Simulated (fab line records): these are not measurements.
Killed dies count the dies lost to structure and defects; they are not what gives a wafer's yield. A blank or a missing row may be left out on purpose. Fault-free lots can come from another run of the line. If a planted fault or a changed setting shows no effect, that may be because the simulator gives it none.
Which tool was responsible? -- flow sfqLine -- 7 lots, 20 wafers sampled, at 2 steps of a route of 325

== WHAT EACH GAUGE READ, for each wafer ==
SFQ_I6_BOW_MEAS_941.
lot,measured,on,I6_BOW (um)
L695,day 64 09:04,filmMetro-04,2 5 3
L698,day 64 20:02,filmMetro-04,24 15 6
L700,day 69 14:16,filmMetro-02,-11 -16 -6
L702,day 70 16:55,filmMetro-02,-4 -4 -7
L704,day 71 14:03,filmMetro-04,-1 -3 -5
L711,day 72 09:17,filmMetro-03,6 -6
L715,day 72 17:10,filmMetro-03,19 13 -1

== WHAT TOOL EACH LOT RAN ON (gives the tool, then ch and the chambers of the sampled wafers, and finally the start) ==
lot,SFQ_TRILAYER_M6_BARC_OPEN_METAL_ETCH_206
L695,"rieMetal-03 ch 0, day 63 17:55"
L698,"rieMetal-03 ch 0,1, day 64 05:31"
L700,"rieMetal-03 ch 0, day 69 07:28"
L702,"rieMetal-04 ch 0,1, day 70 12:16"
L704,"rieMetal-03 ch 0,1, day 71 09:59"
L711,"rieMetal-03 ch 0,1, day 72 05:13"
L715,"rieMetal-01 ch 0,1, day 72 12:31"
- SFQ_TRILAYER_M6_BARC_OPEN_METAL_ETCH_206: etches BARC in O2, target depth 125 nm, time 41.7 s.

== THE ANSWER, worked out from the rows above alone ==
Rule: the usual values come from the lots themselves. The widest of any qualifying gaps counts: lots, ordered by their means at a reading, are off when they make up no more than a third of the lots, leave a main group of 4 or more, and stand apart from it by 3 or more times the standard deviation of that group's means. If all means in a main group match to the digits the tables above print for the reading, that group is not used. A lot without any number at a reading at which 4 lots or more have one is off too. All remaining lots with rows at the step are treated as sound.
None of the lots is off at any reading shown; this tells nothing.

== WHAT THE SIMULATOR PUT IN ==
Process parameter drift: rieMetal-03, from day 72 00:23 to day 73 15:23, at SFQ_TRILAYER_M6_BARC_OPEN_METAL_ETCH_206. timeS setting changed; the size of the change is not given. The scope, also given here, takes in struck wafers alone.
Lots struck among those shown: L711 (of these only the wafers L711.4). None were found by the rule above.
